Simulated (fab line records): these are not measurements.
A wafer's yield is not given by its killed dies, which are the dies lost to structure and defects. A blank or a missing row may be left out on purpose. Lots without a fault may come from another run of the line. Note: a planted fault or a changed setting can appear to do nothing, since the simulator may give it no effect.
Chamber matching + flow gf180mcu + rie-diel-02 running GF_V4_ETCH_16: 4 sister chambers
The step etches BARC in N2/H2. 14 wafers are shown with their chamber, then 7 later ones without.

== WAFERS, EACH WITH ITS CHAMBER ==
| wafer  | chamber | drypump-motor-current-A (A) | throttle-valve-pct (%) | oes-product-au (a.u.) |
|--------|---------|-----------------------------|------------------------|-----------------------|
| L429.1 | 2       | 5.5                         | 13.236                 | 0.850                 |
| L429.2 | 3       | 5.7                         | 13.220                 | 0.855                 |
| L429.5 | 0       | 5.8                         | 13.207                 | 0.858                 |
| L432.3 | 0       | 5.8                         | 13.225                 | 0.857                 |
| L432.5 | 0       | 5.8                         | 13.227                 | 0.864                 |
| L432.6 | 1       | 5.4                         | 13.223                 | 0.861                 |
| L434.2 | 0       | 5.8                         | 13.216                 | 0.854                 |
| L434.4 | 1       | 5.4                         | 13.241                 | 0.857                 |
| L434.6 | 2       | 5.4                         | 13.228                 | 0.867                 |
| L436.1 | 2       | 5.5                         | 13.232                 | 0.856                 |
| L436.4 | 0       | 5.8                         | 13.233                 | 0.851                 |
| L436.5 | 1       | 5.4                         | 13.223                 | 0.852                 |
| L443.2 | 3       | 5.7                         | 13.224                 | 0.855                 |
| L443.3 | 2       | 5.5                         | 13.234                 | 0.862                 |

SIGNATURES, as means of the wafers listed above
| reading                 | chamber 0 | chamber 1 | chamber 2 | chamber 3 | scatter within a chamber |
|-------------------------|-----------|-----------|-----------|-----------|--------------------------|
| drypump-motor-current-A | 5.800     | 5.400     | 5.475     | 5.700     | 0.0274                   |
| throttle-valve-pct      | 13.22160  | 13.22900  | 13.23250  | 13.22200  | 0.00821                  |
| oes-product-au          | 0.85680   | 0.85667   | 0.85875   | 0.85500   | 0.00546                  |
Rule: for each reading, subtract the chamber's mean from the wafer's reading, divide by that reading's scatter and square the result; add these up over the readings and take the root, which gives the wafer's distance from the chamber. The wafer belongs to the nearest chamber; if the next one is less than 2 further off, it can't be placed. The scatter: the root of (the sum of the squares of (reading less its chamber's mean) over the shown wafers, divided by (wafers less chambers)).

== WAFERS WITHOUT THEIR CHAMBER ==
| wafer  | drypump-motor-current-A (A) | throttle-valve-pct (%) | oes-product-au (a.u.) |
|--------|-----------------------------|------------------------|-----------------------|
| L443.6 | 5.8                         | 13.231                 | 0.853                 |
| L444.1 | 5.8                         | 13.223                 | 0.861                 |
| L444.3 | 5.5                         | 13.219                 | 0.856                 |
| L444.5 | 5.8                         | 13.233                 | 0.856                 |
| L446.1 | 5.5                         | 13.241                 | 0.856                 |
| L446.3 | 5.4                         | 13.232                 | 0.852                 |
| L446.4 | 5.5                         | 13.207                 | 0.863                 |

== CHAMBER TAKEN BY EACH ==
| wafer  | from the rows above     | in truth |
|--------|-------------------------|----------|
| L443.6 | 0                       | 0        |
| L444.1 | 0                       | 0        |
| L444.3 | can't be placed: 2 or 1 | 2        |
| L444.5 | 0                       | 0        |
| L446.1 | 2                       | 2        |
| L446.3 | 1                       | 1        |
| L446.4 | can't be placed: 2 or 1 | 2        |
5 of 7 placed correctly. From these rows, 2 cannot be placed; in 2 the true chamber is one of the candidates. 0 placed wrongly.
